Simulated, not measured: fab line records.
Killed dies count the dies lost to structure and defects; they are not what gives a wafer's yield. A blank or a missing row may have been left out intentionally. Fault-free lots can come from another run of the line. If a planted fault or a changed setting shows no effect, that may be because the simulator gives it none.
fab line records | flow sky130
record: lots: 6 | wafers: 18 | last-day: 50
route steps=708 shown METAL2@504 VIA2@507
lots with no fault: from the same line, run without faults
start-h: hours from the record's opening day to when the first of the lot's shown wafers began | wait-h: hours elapsed since this lot's preceding step | " identical to the entry in the row above | L1.1+2: one row covering several wafers at once | - no value, or no start was given | * or withheld: withheld | < > ~ a bound
route shown NAME@n: names a module that has steps shown in the file, with the first one's number in the route | usual: average and standard deviation across the fault-free wafers | same: alike in all rows | chamber/n: place in a boat | sites: the reading at each site | _std_site: how widely they spread, as a standard deviation | _edge_site: inner sites' mean taken away from outer sites' mean | radius-mm: how far each site lies from the wafer's centre | mask NAME#n: copy n | behind: tool/chamber where the wafer was last shaped | hold: why the lot was held/for how many hours/how that ended | device: which transistor (n, p or np) failed to switch | end of line: tests run on the same wafers once the route is complete | step lacking rows: just its recipe | killed: dies lost to structure and defects at the first sort, not the wafer's yield | map: a wafer's dies, x killed, . not, _ none there
set.NAME: the setting as run; set.NAME@STEP: as run at that earlier step | model.NAME: the simulator's own value behind a step, which no gauge read
certain route steps with their lots: each step a table, each wafer a row
services: the hour from which a tool's chamber was out of use, counted from the record's first day as start-h (under 0 if before that day), plus the number of hours and why
== steps ==
step: SKY_METAL2_STRIP_21
recipe: chemistry: post-etch-residue-remover | time-s: 1200 | temp-c: 72.5
step: SKY_METAL2_CLEAN_22
recipe: chemistry: IPA | time-s: 180 | temp-c: 25
step: SKY_METAL2_CLEAN_23
recipe: chemistry: O3/DIW | dry: n2-spin
step: SKY_VIA2_HDPCVD_00
recipe: material: SiO2 | target-thk-nm: 1180 | sigma-open-frac: 0.3 | time-s: 196.7 | temp-c: 400 | sih4-flow-sccm: 60 | pressure-mtorr: 6
step: SKY_VIA2_THK_MEAS_01
recipe: reads: SiO2_of_VIA2_HDPCVD_00
usual: VIA2_HDPCVD_THK: 1175/11
lot.wafer | tool          | chamber | start-h | wait-h | VIA2_HDPCVD_THK[nm]
L823.1    | film-metro-03 | -       | 827.40  | 0.1    | 1175
L823.4    | "             | -       | "       | "      | 1189
L823.5    | "             | -       | "       | "      | 1195
L831.2    | film-metro-04 | -       | 897.62  | 0.1    | 1176
L831.3    | "             | -       | "       | "      | 1184
L831.4    | "             | -       | "       | "      | 1171
L829.3    | film-metro-03 | -       | 901.23  | 0.1    | 1161
L829.5    | "             | -       | "       | "      | 1165
L829.6    | "             | -       | "       | "      | 1160
L840.1    | film-metro-01 | -       | 966.46  | 0.1    | 1173
L840.5    | "             | -       | "       | "      | 1157
L840.6    | "             | -       | "       | "      | 1167
L843.2    | film-metro-04 | -       | 971.76  | 0.1    | 1181
L843.3    | "             | -       | "       | "      | 1154
L843.6    | "             | -       | "       | "      | 1175
L845.1    | film-metro-04 | -       | 982.34  | 0.1    | 1168
L845.2    | "             | -       | "       | "      | 1164
L845.5    | "             | -       | "       | "      | 1176
step: SKY_VIA2_CMP_02
recipe: material: SiO2 | down-force-psi: 4 | platen-rpm: 60 | pad-velocity-m-s: 0.94248
usual: motor-current-A: 11.6/1.8
lot.wafer | tool   | chamber | start-h | wait-h | motor-current-A
L823.4    | cmp-01 | 1       | 827.51  | 0.1    | 10.2
L823.1    | "      | 3       | "       | "      | 13.2
L823.5    | "      | 1       | "       | "      | 10.5
L831.3    | cmp-01 | 0       | 897.67  | 0.0    | 13.8
L831.2    | "      | 1       | "       | "      | 10.6
L831.4    | "      | 2       | "       | "      | 8.1
L829.3    | cmp-01 | 3       | 901.36  | 0.1    | 12.7
L829.6    | "      | 2       | "       | "      | 8.8
L829.5    | "      | 3       | "       | "      | 12.0
L840.1    | cmp-02 | 0       | 967.67  | 1.2    | 9.9
L840.6    | "      | 1       | "       | "      | 13.1
L840.5    | "      | 2       | "       | "      | 13.8
L843.3    | cmp-01 | 1       | 971.81  | 0.0    | 11.3
L843.2    | "      | 0       | "       | "      | 13.2
L843.6    | "      | 2       | "       | "      | 8.5
L845.1    | cmp-01 | 0       | 982.40  | 0.1    | 14.0
L845.2    | "      | 2       | "       | "      | 8.4
L845.5    | "      | 1       | "       | "      | 10.3
step: SKY_VIA2_BOW_MEAS_03
recipe: mode: bow
usual: VIA2_BOW: 87/6.7
lot.wafer | tool          | chamber | start-h | wait-h | VIA2_BOW[um]
L823.1    | film-metro-01 | -       | 827.76  | 0.1    | 85
L823.4    | "             | -       | "       | "      | 83
L823.5    | "             | -       | "       | "      | 82
L831.2    | film-metro-03 | -       | 897.99  | 0.2    | 87
L831.3    | "             | -       | "       | "      | 87
L831.4    | "             | -       | "       | "      | 89
L829.3    | film-metro-04 | -       | 901.65  | 0.2    | 90
L829.5    | "             | -       | "       | "      | 89
L829.6    | "             | -       | "       | "      | 109
L840.1    | film-metro-03 | -       | 967.82  | 0.1    | 92
L840.5    | "             | -       | "       | "      | 91
L840.6    | "             | -       | "       | "      | 102
L843.2    | film-metro-03 | -       | 972.13  | 0.1    | 85
L843.3    | "             | -       | "       | "      | 89
L843.6    | "             | -       | "       | "      | 94
L845.1    | film-metro-01 | -       | 982.70  | 0.2    | 80
L845.2    | "             | -       | "       | "      | 92
L845.5    | "             | -       | "       | "      | 89
step: SKY_VIA2_DEHYDRATE_04
recipe: temp-c: 200 | time-s: 60
step: SKY_VIA2_HMDS_05
recipe: prime-time-s: 60 | prime-temp-c: 120
step: SKY_VIA2_COAT_06
recipe: resist: BARC | temp-c: withheld | time-s: withheld | spin-rpm: 3000 | resist-thk-nm: 60
step: SKY_VIA2_COAT_07
recipe: resist: KrF-thick | spin-rpm: 3000 | resist-thk-nm: 450
step: SKY_VIA2_SOFTBAKE_08
recipe: temp-c: 100 | time-s: 90 | resist: KrF-thick
step: SKY_VIA2_EXPOSE_09
recipe: mask-id: VIM2 | na: 0.8 | source-shape: annular | sigma-inner: 0.55 | sigma-outer: 0.85 | target-cd-nm: 200 | dose-mj: 38
usual: exposure-dose-mJ-cm2: 37.95/0.039 | focus-offset-nm: 0.1/0.61 | sigma-inner: 0.55/0
lot.wafer | tool           | chamber | start-h | wait-h | mask   | exposure-dose-mJ-cm2 | focus-offset-nm | sigma-inner
L823.1    | krf-scanner-02 | 0       | 841.01  | -      | VIM2#0 | 37.95                | 0.4             | 0.55
L823.4    | "              | 0       | "       | "      | VIM2#0 | 37.94                | 0.2             | 0.55
L823.5    | "              | 0       | "       | "      | VIM2#0 | 37.94                | -0.1            | 0.55
L831.2    | krf-scanner-01 | -       | 910.91  | -      | VIM2#0 | -                    | -               | -
L831.3    | "              | -       | "       | "      | VIM2#0 | -                    | -               | -
L831.4    | "              | -       | "       | "      | VIM2#0 | -                    | -               | -
L829.3    | krf-scanner-01 | -       | 914.30  | -      | VIM2#0 | -                    | -               | -
L829.5    | "              | -       | "       | "      | VIM2#0 | -                    | -               | -
L829.6    | "              | -       | "       | "      | VIM2#0 | -                    | -               | -
L840.1    | krf-scanner-01 | 0       | 978.61  | -      | VIM2#0 | 37.89                | -0.8            | 0.55
L840.5    | "              | 0       | "       | "      | VIM2#0 | 37.86                | -1.4            | 0.55
L840.6    | "              | 0       | "       | "      | VIM2#0 | 37.85                | -1.3            | 0.55
L843.2    | krf-scanner-01 | 0       | 985.11  | -      | VIM2#0 | 37.95                | 0.1             | 0.55
L843.3    | "              | 0       | "       | "      | VIM2#0 | 37.92                | 0.8             | 0.55
L843.6    | "              | 0       | "       | "      | VIM2#0 | 37.95                | 1.2             | 0.55
L845.1    | krf-scanner-01 | 0       | 994.41  | -      | VIM2#0 | 37.90                | -1.0            | 0.55
L845.2    | "              | 0       | "       | "      | VIM2#0 | 37.90                | 0.1             | 0.55
L845.5    | "              | 0       | "       | "      | VIM2#0 | 37.94                | -0.1            | 0.55
step: SKY_VIA2_PEB_10
recipe: peb-temp-c: withheld | peb-time-s: withheld | resist: KrF-thick
== services ==
tool           | chamber | start-h | hours | kind
krf-scanner-02 | -       | 804.08  | 1.3   | pm
cmp-01         | -       | 830.80  | 5.8   | pm
krf-scanner-02 | 0       | 847.90  | -     | calibration
krf-scanner-01 | -       | 848.45  | 0.8   | pm
cmp-02         | -       | 855.98  | 0.7   | repair
cmp-01         | -       | 862.67  | 0.3   | repair
krf-scanner-01 | -       | 864.25  | 1.3   | pm
krf-scanner-02 | -       | 868.26  | 1.0   | pm
krf-scanner-02 | -       | 878.47  | 0.8   | pm
krf-scanner-02 | -       | 895.61  | 4.0   | pm
krf-scanner-01 | 0       | 910.71  | -     | calibration
cmp-01         | -       | 919.23  | 4.0   | pm
cmp-01         | -       | 923.23  | -     | consumable-replace:conditioner
cmp-01         | -       | 923.23  | -     | consumable-replace:pad
krf-scanner-01 | -       | 930.59  | 1.0   | pm
cmp-01         | -       | 933.86  | 1.7   | repair
cmp-02         | -       | 962.55  | 4.4   | pm
cmp-02         | -       | 973.63  | 6.0   | pm
cmp-01         | -       | 973.83  | 0.5   | repair
krf-scanner-02 | -       | 979.98  | 1.3   | pm
== key ==
first-sign: step: SKY_VIA2_EXPOSE_09 | reading: tool-record | direction: missing
effect none on later readings
met-at SKY_VIA2_EXPOSE_09
struck-wafers L829.3,L829.5,L829.6,L831.2,L831.3,L831.4
later-rows-left-out L829.3,L829.5,L829.6,L831.2,L831.3,L831.4
sort-left-out L829.3,L829.5,L829.6,L831.2,L831.3,L831.4
fault: kind: skipped-step-whole | tool: krf-scanner-01 | chamber: - | onset-h: 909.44 | steps: SKY_VIA2_EXPOSE_09 | scope: struck-lots-only
sort-left-out: the simulated sort isn't trusted on such a fault, so these wafers' sort isn't shown, and their yield isn't known
later-rows-left-out: the simulator's readings of these wafers behind a module that went badly wrong aren't trusted and aren't shown, but for the sort
